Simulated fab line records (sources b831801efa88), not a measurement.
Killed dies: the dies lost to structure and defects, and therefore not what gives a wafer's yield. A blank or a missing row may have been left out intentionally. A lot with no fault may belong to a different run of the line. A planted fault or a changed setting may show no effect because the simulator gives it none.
A struck lot beside a sound one / flow sky130 / 15 steps out of a route of 708
Sound: the wafers L862.3, L862.4, L862.6. Wafers L883.1, L883.2, L883.4 were the ones struck. The cause is given at the end.
Per side, at each step with rows, come the tool, then ch with its chambers, and then its first start. Under that, the readings that differ: sound wafers / struck wafers / difference of the means / sigmas: that difference in standard deviations of wafers without a fault.
alike: same words and numbers on both sides, and readings whose means sit less than 2 such deviations apart. not compared: any withheld reading, any reading some wafer has no value for, any bound like >300 that may hide the same value, and any number with overlapping values for which the record gives no deviation.
Wherever a step has rows on one side only, a row that says differs or no value, or a row with sigmas, the two part there. Numbers that don't overlap but have no deviation are shown without sigmas and don't part them. Lack of a reading on every wafer of one side parts them only where that side has two or more wafers.

SKY_SPACER_ETCHBACK_02: etches Si3N4 in CH3F/O2, stops on SiO2, time 46.7 s, target depth 45 nm.
  sound on rie-diel-03 ch 2,3, day 24 02:37; struck on rie-diel-02 ch 0,2,3, day 30 06:40
  alike: O2_flow_sccm, drypump-motor-current-A, oes-product-au, throttle-valve-pct
  not compared: rf-hours-counter-h
then, 8 steps without rows for these wafers: SKY_POLY_CUT_DEHYDRATE_00 (time 60 s); SKY_POLY_CUT_HMDS_01 (prime time 60 s); SKY_POLY_CUT_COAT_02 (resist thk 60 nm); SKY_POLY_CUT_COAT_03 (resist thk 450 nm); SKY_POLY_CUT_SOFTBAKE_04 (time 90 s); SKY_POLY_CUT_EXPOSE_05 (exposes mask NPCM, target cd 270 nm); SKY_POLY_CUT_PEB_06; SKY_POLY_CUT_DEVELOP_07 (develop time 60 s).
SKY_POLY_CUT_CD_MEAS_08: target cd 270 nm.
  sound on cd-sem-02, day 25 08:43; struck on cd-sem-01, day 31 11:46
  alike: cd-nm
SKY_POLY_CUT_OVL_MEAS_09:
  sound on overlay-02, day 25 08:48; struck on overlay-01, day 31 11:53
  alike: POLY_CUT_OVL
SKY_POLY_CUT_ETCH_10: etches BARC in N2/H2, stops on SiO2, time 45.9 s, target depth 60 nm.
  sound on rie-diel-04 ch 2,3, day 25 08:50; struck on rie-diel-02 ch 0,2,3, day 31 11:55
  alike: bias-w, chamber-pressure-mTorr, drypump-motor-current-A, oes-product-au, throttle-valve-pct
  not compared: rf-hours-counter-h
SKY_POLY_CUT_ETCH_11: etches Si3N4 in CF4/CH2F2/Ar, stops on poly-Si, time 42.5 s, target depth 60 nm.
  sound on rie-diel-04 ch 2,3, day 25 08:52; struck on rie-diel-02 ch 0,2,3, day 31 11:58
  no value came back on the struck wafers for any of 5 readings (bias-w (W), cf4-flow-sccm (sccm) and others); on the sound wafers bias-w (W) reads 149.9 149.7 150.0
  not compared: rf-hours-counter-h
SKY_POLY_CUT_STRIP_12: strips in O2/N2.
  sound on plasma-asher-02 ch 0,1, day 25 08:56; struck on plasma-asher-03 ch 0,1, day 31 12:00
reading=drypump-motor-current-A (A); sound=5.86 5.98 5.98; struck=5.17 5.44 5.22; difference=-0.66; sigmas=-3
  alike: oes-product-au, strip-time-to-endpoint-s
  not compared: rf-hours-counter-h
-- record jumps: 19 days separate the struck wafers' starts on either side; left off in module POLY_CUT, taken up again in module PAD_OPEN, whose first shown step is the route's number 708 --
SKY_PAD_OPEN_PROBE_99:
  sound on prober-02, day 46 06:43; struck on prober-01, day 50 15:24
reading=killed-at-front-end; sound=7 13 17; struck=419 421 426; difference=+410; sigmas=+84
reading=killed-dies; sound=83 73 86; struck=492 492 492; difference=+411; sigmas=+42
reading=killed-on-rim; sound=13 15 19; struck=96 96 96; difference=+80; sigmas=+22
  alike: killed_at_M0_to_M3, killed_at_M4_up, killed-at-contacts, killed-at-other, killed-open, killed-short

== WHERE THEY PART ==
Last at SKY_PAD_OPEN_PROBE_99 as far as this record goes, first at SKY_POLY_CUT_ETCH_11.

WHY: what the simulator had put in
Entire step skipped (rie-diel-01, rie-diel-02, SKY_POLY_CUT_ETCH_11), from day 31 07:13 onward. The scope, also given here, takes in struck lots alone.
